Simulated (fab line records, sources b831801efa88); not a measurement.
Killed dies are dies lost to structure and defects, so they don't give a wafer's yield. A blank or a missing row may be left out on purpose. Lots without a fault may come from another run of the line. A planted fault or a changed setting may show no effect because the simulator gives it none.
fab line records | flow gf180mcu
record lots=13 wafers=39 last_day=35
route steps=602 shown M1@330 M2@362 M3@410
lots that met no fault: from a run of the same line without faults
start_h: hours from the record's first day to the start of the lot's first wafer shown | wait_h: hours since the lot's step before | " the same as in the row above | L1.1+2: a row that stands for several wafers | - no value, or no start given | * or withheld: withheld | < > ~ a bound
route shown NAME@n: a module of which the file shows steps, and the number in the route of the first | usual: mean/standard deviation of fault-free wafers | same: alike in all rows | chamber/n: place in a boat | sites: the reading at each site | _std_site: their standard deviation | _edge_site: outer sites' mean less inner sites' | radius_mm: how far each site lies from the wafer's centre | mask NAME#n: copy n | behind: the tool/chamber that last shaped the wafer | hold: why the lot was held/for how many hours/how that ended | device: the transistor (n, p or np) that didn't switch | end of line: the same wafers' tests at the end of the route | a step without rows: its recipe alone | killed: dies lost to structure and defects at the first sort, not the wafer's yield | map: a wafer's dies, x killed, . not, _ none there
set.NAME: the setting as run; set.NAME@STEP: as run at that earlier step | model.NAME: the simulator's own value behind a step, which no gauge read
steps of the route over a sample of lots; a table a step, a row a wafer
services: from which hour (start_h, from the record's first day; less than 0 if before it) a tool's chamber was out of use, for how many hours, and why
## steps
# step GF_M1_OVL_MEAS_15
# usual M1_OVL=0/5.3
# columns lot.wafer tool chamber start_h wait_h M1_OVL[nm]
L758.2 overlay-02 - 395.71 0.1 12
L758.4 " - " " 4
L758.6 " - " " 2
L762.2 overlay-02 - 431.65 0.1 -2
L762.3 " - " " 4
L762.5 " - " " -4
L766.1 overlay-02 - 465.40 0.1 11
L766.4 " - " " 12
L766.5 " - " " 7
L767.3 overlay-02 - 474.41 0.1 -2
L767.4 " - " " 5
L767.6 " - " " 2
L768.1 overlay-01 - 487.81 0.1 0
L768.4 " - " " 6
L768.6 " - " " 2
L770.2 overlay-02 - 503.45 0.1 3
L770.4 " - " " 4
L770.5 " - " " 7
L772.1 overlay-01 - 523.24 0.1 -11
L772.2 " - " " -6
L772.4 " - " " -9
L773.3 overlay-02 - 531.70 0.1 -2
L773.4 " - " " -6
L773.5 " - " " -5
L774.3 overlay-01 - 548.46 0.1 -3
L774.4 " - " " -3
L774.5 " - " " 4
L776.1 overlay-02 - 555.85 0.1 1
L776.2 " - " " -1
L776.6 " - " " 1
L777.1 overlay-02 - 566.50 0.1 -2
L777.2 " - " " -13
L777.6 " - " " -7
L780.3 overlay-01 - 585.96 0.1 -6
L780.4 " - " " -2
L780.5 " - " " -6
L781.1 overlay-02 - 597.60 0.1 7
L781.3 " - " " 7
L781.4 " - " " 5
# step GF_M2_SPUTTER_00
# recipe material=Ti target_thk_nm=37.5 arriving_ion_energy_ev=80 substrate_temp_c=200 chamber_pressure_pa=2 power_w=4000 time_s=150
# usual cathode_dc_power_W=4000.1/0.76 chamber_pressure_pa=2.000/0.0037 throttle_valve_pct=30.0/1
# same time_s=150
# columns lot.wafer tool chamber start_h wait_h cathode_dc_power_W chamber_pressure_pa throttle_valve_pct
L758.2 pvd_sputter-03 - 422.63 0.2 4001.2 1.999 30.4
L758.4 " - " " 4001.0 2.001 30.0
L758.6 " - " " 4001.0 1.999 30.5
L762.2 pvd_sputter-04 - 459.17 0.2 3999.7 2.002 29.2
L762.3 " - " " 4000.6 1.999 31.0
L762.5 " - " " 3998.9 1.993 29.9
L766.1 pvd_sputter-02 - 492.74 0.1 3999.3 2.003 28.3
L766.4 " - " " 4000.1 1.999 29.2
L766.5 " - " " 4000.4 2.001 29.0
L767.3 pvd_sputter-02 - 501.62 0.2 4000.8 2.001 29.7
L767.4 " - " " 4000.4 2.000 30.8
L767.6 " - " " 3999.8 1.994 28.5
L768.1 pvd_sputter-02 - 514.34 0.2 3999.8 1.999 31.2
L768.4 " - " " 4000.9 2.004 28.3
L768.6 " - " " 4000.3 2.001 29.4
L770.2 pvd_sputter-03 - 529.12 0.1 3998.8 2.001 30.4
L770.4 " - " " 3999.2 1.996 29.6
L770.5 " - " " 4000.6 2.000 30.0
L772.1 pvd_sputter-04 - 549.89 0.2 3999.8 2.004 31.4
L772.2 " - " " 4000.0 2.005 29.9
L772.4 " - " " 4001.3 1.996 29.0
L773.3 pvd_sputter-04 - 557.60 0.1 4000.3 1.995 28.8
L773.4 " - " " 4001.0 1.997 31.3
L773.5 " - " " 4000.2 2.005 30.0
L774.3 pvd_sputter-02 - 575.12 0.2 4000.0 1.996 31.3
L774.4 " - " " 3998.8 1.997 28.0
L774.5 " - " " 3999.0 1.996 31.2
L776.1 pvd_sputter-03 - 580.54 0.1 4000.5 2.000 30.7
L776.2 " - " " 3999.5 1.999 29.9
L776.6 " - " " 4000.7 2.003 30.5
L777.1 pvd_sputter-03 - 591.25 0.2 4001.0 1.998 30.0
L777.2 " - " " 3998.9 2.000 30.4
L777.6 " - " " 3999.5 1.998 31.9
L780.3 pvd_sputter-02 - 609.83 0.1 3999.5 1.996 28.2
L780.4 " - " " 4000.3 2.003 29.5
L780.5 " - " " 4000.9 1.991 28.0
L781.1 pvd_sputter-04 - 621.82 0.1 3999.5 2.001 29.5
L781.3 " - " " 3999.3 1.994 29.0
L781.4 " - " " 4001.7 1.998 31.1
# step GF_M2_SPUTTER_01
# recipe material=TiN target_thk_nm=30 power_w=6500 time_s=25 chamber_pressure_pa=0.4
# usual cathode_dc_power_W=6500.0/1 chamber_pressure_pa=0.4000/0.00075 throttle_valve_pct=30.0/0.98
# same time_s=25
# columns lot.wafer tool chamber start_h wait_h cathode_dc_power_W chamber_pressure_pa throttle_valve_pct
L758.2 pvd_sputter-03 - 422.73 0.1 6499.3 0.3979 30.1
L758.4 " - " " 6501.2 0.4002 29.8
L758.6 " - " " 6498.7 0.3985 30.7
L762.2 pvd_sputter-04 - 459.27 0.1 6500.7 0.3988 29.3
L762.3 " - " " 6500.3 0.4000 31.2
L762.5 " - " " 6501.0 0.4010 30.3
L766.1 pvd_sputter-02 - 492.84 0.1 6499.6 0.4013 28.5
L766.4 " - " " 6499.0 0.4013 29.2
L766.5 " - " " 6499.4 0.4003 28.9
L767.3 pvd_sputter-02 - 501.72 0.1 6499.2 0.3986 29.5
L767.4 " - " " 6499.4 0.4001 30.9
L767.6 " - " " 6501.4 0.3997 28.0
L768.1 pvd_sputter-02 - 514.44 0.1 6500.2 0.4009 31.1
L768.4 " - " " 6500.5 0.4010 28.0
L768.6 " - " " 6499.1 0.4001 29.4
L770.2 pvd_sputter-03 - 529.22 0.1 6498.5 0.4006 30.6
L770.4 " - " " 6501.2 0.4007 29.8
L770.5 " - " " 6500.6 0.3995 30.1
L772.1 pvd_sputter-04 - 549.99 0.1 6499.1 0.3982 31.3
L772.2 " - " " 6499.6 0.4004 29.9
L772.4 " - " " 6499.8 0.4006 29.0
L773.3 pvd_sputter-04 - 557.70 0.1 6501.3 0.3998 29.4
L773.4 " - " " 6498.1 0.4001 31.2
L773.5 " - " " 6499.4 0.3989 29.9
L774.3 pvd_sputter-02 - 575.22 0.1 6501.3 0.3986 31.0
L774.4 " - " " 6501.6 0.4004 28.3
L774.5 " - " " 6499.8 0.3985 31.0
L776.1 pvd_sputter-03 - 580.64 0.1 6501.3 0.3995 30.5
L776.2 " - " " 6499.6 0.3995 30.1
L776.6 " - " " 6500.4 0.4005 30.5
L777.1 pvd_sputter-03 - 591.35 0.1 6499.9 0.3995 29.8
L777.2 " - " " 6501.8 0.3998 30.4
L777.6 " - " " 6500.1 0.4000 31.8
L780.3 pvd_sputter-02 - 609.93 0.1 6499.0 0.4004 28.0
L780.4 " - " " 6500.0 0.3991 29.8
L780.5 " - " " 6499.2 0.4014 28.0
L781.1 pvd_sputter-04 - 621.92 0.1 6501.0 0.4000 29.8
L781.3 " - " " 6499.5 0.3999 29.2
L781.4 " - " " 6500.5 0.3999 31.1
# step GF_M3_SPUTTER_01
# recipe material=TiN target_thk_nm=30 power_w=6500 time_s=25 chamber_pressure_pa=0.4
# usual cathode_dc_power_W=6499.9/1.1 chamber_pressure_pa=0.4001/0.00081 throttle_valve_pct=30.3/0.77 time_s=25/0
# columns lot.wafer tool chamber start_h wait_h cathode_dc_power_W chamber_pressure_pa throttle_valve_pct time_s
L758.2 pvd_sputter-01 - 474.88 0.1 6500.4 0.4015 30.5 25
L758.4 " - " " 6501.1 0.4007 30.3 25
L758.6 " - " " 6500.8 0.4001 30.6 25
L762.2 pvd_sputter-03 - 510.52 0.1 6499.1 0.4018 30.0 25
L762.3 " - " " 6499.6 0.3993 30.6 25
L762.5 " - " " 6500.0 0.3996 30.5 25
L766.1 pvd_sputter-01 - 543.43 0.1 - - - -
L766.4 " - " " - - - -
L766.5 " - " " - - - -
L767.3 pvd_sputter-03 - 551.67 0.1 - - - -
L767.4 " - " " - - - -
L767.6 " - " " - - - -
L768.1 pvd_sputter-03 - 563.38 0.1 - - - -
L768.4 " - " " - - - -
L768.6 " - " " - - - -
L770.2 pvd_sputter-04 - 578.41 0.1 6500.5 0.3993 30.1 25
L770.4 " - " " 6500.7 0.4004 31.0 25
L770.5 " - " " 6498.6 0.4010 31.1 25
L772.1 pvd_sputter-03 - 598.75 0.1 6498.7 0.3989 31.6 25
L772.2 " - " " 6498.8 0.4001 30.2 25
L772.4 " - " " 6499.5 0.3999 30.5 25
L773.3 pvd_sputter-03 - 604.11 0.1 6500.9 0.4002 31.9 25
L773.4 " - " " 6501.1 0.4012 30.3 25
L773.5 " - " " 6501.6 0.4012 32.0 25
L774.3 pvd_sputter-03 - 621.04 0.1 6500.0 0.3993 30.3 25
L774.4 " - " " 6499.4 0.3996 29.9 25
L774.5 " - " " 6498.3 0.3992 30.4 25
L776.1 pvd_sputter-01 - 626.80 0.1 6498.9 0.4005 30.4 25
L776.2 " - " " 6499.9 0.4008 30.6 25
L776.6 " - " " 6498.7 0.3987 30.4 25
L777.1 pvd_sputter-01 - 635.91 0.1 6502.3 0.3994 30.3 25
L777.2 " - " " 6498.2 0.4000 30.3 25
L777.6 " - " " 6499.4 0.4011 29.1 25
L780.3 pvd_sputter-01 - 654.12 0.1 6500.8 0.4005 30.1 25
L780.4 " - " " 6501.4 0.3998 30.4 25
L780.5 " - " " 6500.4 0.4004 30.3 25
L781.1 pvd_sputter-04 - 666.04 0.1 6499.5 0.3993 29.9 25
L781.3 " - " " 6500.3 0.3989 31.1 25
L781.4 " - " " 6499.0 0.4000 29.8 25
## services
# columns tool chamber start_h hours kind
pvd_sputter-01 - 461.74 4.1 repair
pvd_sputter-04 - 474.13 15.2 repair
pvd_sputter-04 - 491.82 46.0 repair
pvd_sputter-02 - 544.95 2.5 repair
pvd_sputter-04 - 639.50 18.9 repair
## key
first_sign step=GF_M3_SPUTTER_01 reading=tool_record direction=missing
effect none on later readings
met_at GF_M3_SPUTTER_01
struck_lots L766,L767,L768
not_acting_at GF_M1_OVL_MEAS_15,GF_M2_SPUTTER_00,GF_M2_SPUTTER_01
onset_between 510.52 543.43
fault kind=skipped_step_whole tool=pvd_sputter-01,pvd_sputter-03 chamber=- onset_h=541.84 steps=GF_M3_SPUTTER_01 scope=struck_lots_only
